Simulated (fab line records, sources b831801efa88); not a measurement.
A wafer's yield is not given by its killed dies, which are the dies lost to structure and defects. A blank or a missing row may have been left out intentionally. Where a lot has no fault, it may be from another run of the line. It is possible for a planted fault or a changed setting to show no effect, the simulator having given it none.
fab line records | flow sky130
[record] lots = 12 wafers = 36 last_day = 51
route steps=708 shown FIELD_ISO@15 VT_ADJUST_NCORE@130 SONOS_ONO@169 GATE_OXIDE@198
lots untouched by any fault: they come from a run of this same line in which no faults occurred
start_h: the number of hours between the record's first day and the start of the first shown wafer of the lot | wait_h: how many hours have passed since the lot's step before this one | " the same as in the row above | L1.1+2: several wafers, shown together as one row | - no value, or no start given | * or withheld: withheld | < > ~ a bound
route shown NAME@n: a module of which the file shows steps, and the number in the route of the first | usual: average and standard deviation across the fault-free wafers | same: alike in all rows | chamber/n: place in a boat | sites: the reading at each site | _std_site: their standard deviation | _edge_site: outer sites' mean less inner sites' | radius_mm: for every site, how far away it sits from the centre of the wafer | mask NAME#n: copy n | behind: the most recent tool/chamber to have shaped the wafer | hold: the reason the lot was held/the length of the hold in hours/how it ended | device: transistor that didn't switch, given as n, p or np | end of line: tests run on the same wafers once the route is complete | step lacking rows: just its recipe | killed: the dies lost at the first sort to structure and to defects; this is not the yield of the wafer | map: shows each die of a wafer: x if killed, . if not, _ if none is there
set.NAME: the setting as run; set.NAME@STEP: as run at that earlier step | model.NAME: the simulator's own value behind a step, which no gauge read
a sample of lots followed through the steps of the route, with each step as a table and each wafer as a row
services: from which hour (start_h, from the record's first day; less than 0 if before it) a tool's chamber was out of use, for how many hours, and why
[[steps]]
[step SKY_FIELD_ISO_ETCH_14]
[recipe] chemistry = N2/H2 target = BARC ion_energy_ev = 200 source_w = 500 bias_w = 100 pressure_mtorr = 30 n2_flow_sccm = 100 h2_flow_sccm = 200 stop_on = SiO2 time_s = 45.9 target_depth_a = 600
[usual] bias_w = 100.0/0.33 drypump_motor_current_A = 5.9/0.42 oes_product_au = 0.854/0.0044 throttle_valve_pct = 13.225/0.0095
// columns lot.wafer tool chamber start_h wait_h bias_w drypump_motor_current_A oes_product_au rf_hours_counter_h throttle_valve_pct
L546.4 rie_diel-01 0 35.35 0.0 100.1 5.4 0.853 49 13.234
L546.5 " 2 " " 100.5 6.4 0.852 - 13.224
L546.6 " 1 " " 100.2 6.4 0.847 - 13.214
L550.4 rie_diel-03 0 55.59 0.0 99.8 5.6 0.860 140 13.225
L550.5 " 0 " " 99.8 5.6 0.848 - 13.227
L550.6 " 1 " " 100.1 5.1 0.855 - 13.209
L552.3 rie_diel-01 2 64.80 0.1 99.5 6.4 0.849 7 13.230
L552.5 " 1 " " 100.6 6.4 0.866 - 13.229
L552.6 " 2 " " 100.1 6.4 0.858 - 13.215
L555.1 rie_diel-01 3 81.50 0.1 99.7 6.0 0.844 150 13.221
L555.3 " 2 " " 100.1 6.4 0.853 8 13.223
L555.5 " 2 " " 100.1 6.4 0.850 - 13.228
L556.1 rie_diel-02 0 85.85 0.1 100.5 6.0 0.852 127 13.207
L556.2 " 1 " " 99.7 5.9 0.860 8 13.238
L556.4 " 2 " " 100.3 5.8 0.852 150 13.236
L557.1 rie_diel-01 3 90.39 0.1 100.3 6.0 0.852 150 13.218
L557.3 " 1 " " 100.6 6.4 0.853 88 13.234
L557.6 " 3 " " 100.1 6.0 0.856 - 13.205
L558.2 rie_diel-01 3 98.45 0.1 99.8 6.0 0.851 151 13.222
L558.4 " 0 " " 99.6 5.4 0.852 51 13.227
L558.6 " 3 " " 100.2 6.0 0.855 - 13.248
L559.2 rie_diel-01 2 102.50 0.1 100.3 6.4 0.858 8 13.201
L559.3 " 0 " " 99.4 5.4 0.853 51 13.206
L559.6 " 0 " " 100.3 5.4 0.854 - 13.233
L560.2 rie_diel-01 1 108.10 0.1 99.7 6.5 0.859 88 13.214
L560.5 " 1 " " 99.5 6.5 0.851 - 13.242
L560.6 " 0 " " 100.0 5.4 0.855 - 13.206
L564.2 rie_diel-02 2 126.70 0.1 99.6 5.8 0.859 151 13.236
L564.3 " 1 " " 99.5 5.9 0.859 9 13.224
L564.6 " 3 " " 99.4 6.0 0.852 - 13.222
L567.1 rie_diel-03 3 160.54 0.1 100.5 5.2 0.851 81 13.236
L567.2 " 0 " " 99.8 5.6 0.851 142 13.224
L567.6 " 3 " " 100.2 5.2 0.852 - 13.235
L568.1 rie_diel-01 0 160.85 0.1 100.2 5.4 0.863 52 13.231
L568.4 " 2 " " 100.2 6.5 0.849 9 13.225
L568.5 " 1 " " 100.1 6.5 0.852 - 13.240
[step SKY_VT_ADJUST_NCORE_TW_MEAS_11]
[usual] VT_ADJUST_NCORE_TW = 220.1/2.6
// columns lot.wafer tool chamber start_h wait_h VT_ADJUST_NCORE_TW
L546.4 film_metro-04 - 190.17 0.1 220.4
L546.5 " - " " 220.7
L546.6 " - " " 219.7
L550.4 film_metro-02 - 215.30 0.1 218.9
L550.5 " - " " 218.5
L550.6 " - " " 219.2
L552.3 film_metro-04 - 227.64 0.1 222.1
L552.5 " - " " 220.3
L552.6 " - " " 220.9
L555.1 film_metro-03 - 253.69 0.1 224.3
L555.3 " - " " 224.0
L555.5 " - " " 223.7
L556.1 film_metro-04 - 264.12 0.1 218.4
L556.2 " - " " 218.1
L556.4 " - " " 217.7
L557.1 film_metro-02 - 265.02 0.1 217.7
L557.3 " - " " 217.5
L557.6 " - " " 216.9
L558.2 film_metro-02 - 274.28 0.1 217.8
L558.4 " - " " 216.1
L558.6 " - " " 216.0
L559.2 film_metro-02 - 276.80 0.1 216.5
L559.3 " - " " 216.9
L559.6 " - " " 217.7
L560.2 film_metro-02 - 294.60 0.1 219.8
L560.5 " - " " 218.5
L560.6 " - " " 217.8
L564.2 film_metro-04 - 315.95 0.1 220.6
L564.3 " - " " 219.6
L564.6 " - " " 220.0
L568.1 film_metro-04 - 363.12 0.1 218.5
L568.4 " - " " 220.0
L568.5 " - " " 219.9
L567.1 film_metro-03 - 363.62 0.1 226.5
L567.2 " - " " 223.1
L567.6 " - " " 224.7
[step SKY_SONOS_ONO_THK_MEAS_01]
[recipe] reads = SiO2_of_SONOS_ONO_OXIDATION_00
[usual] SONOS_ONO_OXIDATION_THK = 2.61/0.05
// columns lot.wafer tool chamber start_h wait_h SONOS_ONO_OXIDATION_THK[nm]
L546.4 film_metro-04 - 261.30 0.0 2.71
L546.5 " - " " 2.71
L546.6 " - " " 2.63
L550.4 film_metro-02 - 288.03 0.0 2.50
L550.5 " - " " 2.50
L550.6 " - " " 2.50
L552.3 film_metro-02 - 303.06 0.0 2.64
L552.5 " - " " 2.64
L552.6 " - " " 2.67
L555.1 film_metro-03 - 330.37 0.0 2.63
L555.3 " - " " 2.62
L555.5 " - " " 2.70
L556.1 film_metro-03 - 344.21 0.0 2.51
L556.2 " - " " 2.49
L556.4 " - " " 2.57
L557.1 film_metro-02 - 344.21 0.0 2.59
L557.3 " - " " 2.58
L557.6 " - " " 2.61
L558.2 film_metro-03 - 357.65 0.0 2.57
L558.4 " - " " 2.50
L558.6 " - " " 2.59
L559.2 film_metro-04 - 357.65 0.0 2.65
L559.3 " - " " 2.64
L559.6 " - " " 2.63
L560.2 film_metro-03 - 378.60 0.0 2.55
L560.5 " - " " 2.55
L560.6 " - " " 2.56
L564.2 film_metro-04 - 403.68 0.0 2.58
L564.3 " - " " 2.53
L564.6 " - " " 2.52
L568.1 film_metro-04 - 453.91 0.0 2.60
L568.4 " - " " 2.62
L568.5 " - " " 2.60
L567.1 film_metro-04 - 456.10 0.0 2.62
L567.2 " - " " 2.56
L567.6 " - " " 2.66
[step SKY_GATE_OXIDE_IMPLANT_11]
[recipe] species = B energy_kev = 10 dose_cm2 = 2.6e+12 tilt_deg = withheld
[usual] beam_energy_keV = 10.001/0.0032
// columns lot.wafer tool chamber start_h wait_h beam_energy_keV
L546.4 implanter-03 0 314.22 0.1 10.002
L546.5 " 0 " " 10.000
L546.6 " 0 " " 10.001
L550.4 implanter-01 0 348.82 0.1 9.998
L550.5 " 0 " " 9.997
L550.6 " 0 " " 9.998
L552.3 implanter-03 0 365.81 0.1 9.995
L552.5 " 0 " " 9.994
L552.6 " 0 " " 9.995
L555.1 implanter-01 0 394.47 0.0 10.001
L555.3 " 0 " " 9.998
L555.5 " 0 " " 10.001
L557.1 implanter-01 0 404.11 0.0 10.001
L557.3 " 0 " " 10.001
L557.6 " 0 " " 9.995
L556.1 implanter-01 0 406.66 0.0 10.953
L556.2 " 0 " " 10.947
L556.4 " 0 " " 10.950
L558.2 implanter-03 0 419.79 0.0 9.998
L558.4 " 0 " " 9.997
L558.6 " 0 " " 9.995
L559.2 implanter-01 0 419.97 0.0 10.944
L559.3 " 0 " " 10.951
L559.6 " 0 " " 10.949
L560.2 implanter-03 0 444.84 0.0 10.002
L560.5 " 0 " " 9.999
L560.6 " 0 " " 10.002
L564.2 implanter-04 0 469.52 0.0 10.003
L564.3 " 0 " " 9.994
L564.6 " 0 " " 9.999
L568.1 implanter-03 0 519.70 0.0 10.001
L568.4 " 0 " " 10.001
L568.5 " 0 " " 9.997
L567.1 implanter-03 0 524.26 0.0 9.999
L567.2 " 0 " " 10.003
L567.6 " 0 " " 10.001
[step SKY_GATE_OXIDE_TW_MEAS_14]
[usual] GATE_OXIDE_TW = 226.1/1.9
// columns lot.wafer tool chamber start_h wait_h GATE_OXIDE_TW
L546.4 film_metro-01 - 314.53 0.1 226.5
L546.5 " - " " 226.4
L546.6 " - " " 226.3
L550.4 film_metro-04 - 349.13 0.1 226.2
L550.5 " - " " 225.3
L550.6 " - " " 226.5
L552.3 film_metro-03 - 366.16 0.1 230.0
L552.5 " - " " 231.0
L552.6 " - " " 230.3
L555.1 film_metro-01 - 394.84 0.1 225.5
L555.3 " - " " 226.3
L555.5 " - " " 225.3
L557.1 film_metro-01 - 404.47 0.1 225.9
L557.3 " - " " 225.2
L557.6 " - " " 225.7
L556.1 film_metro-01 - 407.02 0.1 230.9
L556.2 " - " " 230.4
L556.4 " - " " 230.4
L558.2 film_metro-01 - 420.13 0.1 225.8
L558.4 " - " " 226.3
L558.6 " - " " 227.7
L559.2 film_metro-03 - 420.31 0.1 232.0
L559.3 " - " " 233.6
L559.6 " - " " 233.2
L560.2 film_metro-01 - 445.18 0.1 226.4
L560.5 " - " " 226.8
L560.6 " - " " 226.0
L564.2 film_metro-01 - 469.86 0.1 228.0
L564.3 " - " " 228.2
L564.6 " - " " 226.9
L568.1 film_metro-01 - 520.05 0.1 224.2
L568.4 " - " " 224.8
L568.5 " - " " 224.2
L567.1 film_metro-01 - 524.62 0.1 224.1
L567.2 " - " " 224.5
L567.6 " - " " 225.6
[[services]]
// columns tool chamber start_h hours kind
rie_diel-03 0 31.87 10.3 repair
implanter-03 - 95.84 3.4 repair
rie_diel-03 3 97.75 7.2 repair
implanter-03 - 141.56 2.7 repair
rie_diel-01 1 151.80 4.5 repair
implanter-01 - 168.66 7.8 repair
implanter-01 - 173.22 2.5 repair
rie_diel-01 - 179.12 2.3 repair
rie_diel-01 3 183.18 22.0 repair
rie_diel-03 2 199.34 32.3 repair
rie_diel-01 - 202.87 14.6 pm
implanter-01 - 213.36 3.1 repair
rie_diel-02 2 217.03 25.6 repair
rie_diel-01 - 248.77 1.1 repair
implanter-03 - 260.89 3.5 pm
implanter-03 - 307.50 2.5 repair
rie_diel-03 - 308.30 0.1 repair
implanter-03 - 359.37 6.2 pm
rie_diel-01 - 378.72 2.8 pm
implanter-03 - 424.93 0.9 repair
implanter-01 - 431.91 6.8 repair
implanter-01 - 452.10 5.6 pm
implanter-01 - 494.23 3.3 pm
rie_diel-01 - 501.73 4.3 pm
[[key]]
[first_sign] step = SKY_GATE_OXIDE_IMPLANT_11 reading = beam_energy_keV direction = up sigmas = 99+ usual = * struck = *
[effect] step = SKY_GATE_OXIDE_TW_MEAS_14 reading = GATE_OXIDE_TW direction = up sigmas = 3 usual = 226.1 struck = 231.8
met_at SKY_GATE_OXIDE_IMPLANT_11
struck_lots L556,L559
tester_left_out L556,L559
not_acting_at SKY_FIELD_ISO_ETCH_14,SKY_VT_ADJUST_NCORE_TW_MEAS_11,SKY_SONOS_ONO_THK_MEAS_01
onset_between 404.11 406.66
[fault] kind = process_parameter_drift tool = implanter-01 chamber = - onset_h = 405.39 steps = SKY_GATE_OXIDE_IMPLANT_11 channel = energy_kev offset = * shape = step end_h = 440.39 acts_in = * stated = *
// tester_left_out: of these lots the tester's yield and bins aren't shown, on N5 and GAA mostly nor the transistor test; their killed dies are dies lost to structure and defects alone, not to doping, threshold or leakage, so they don't give the yield
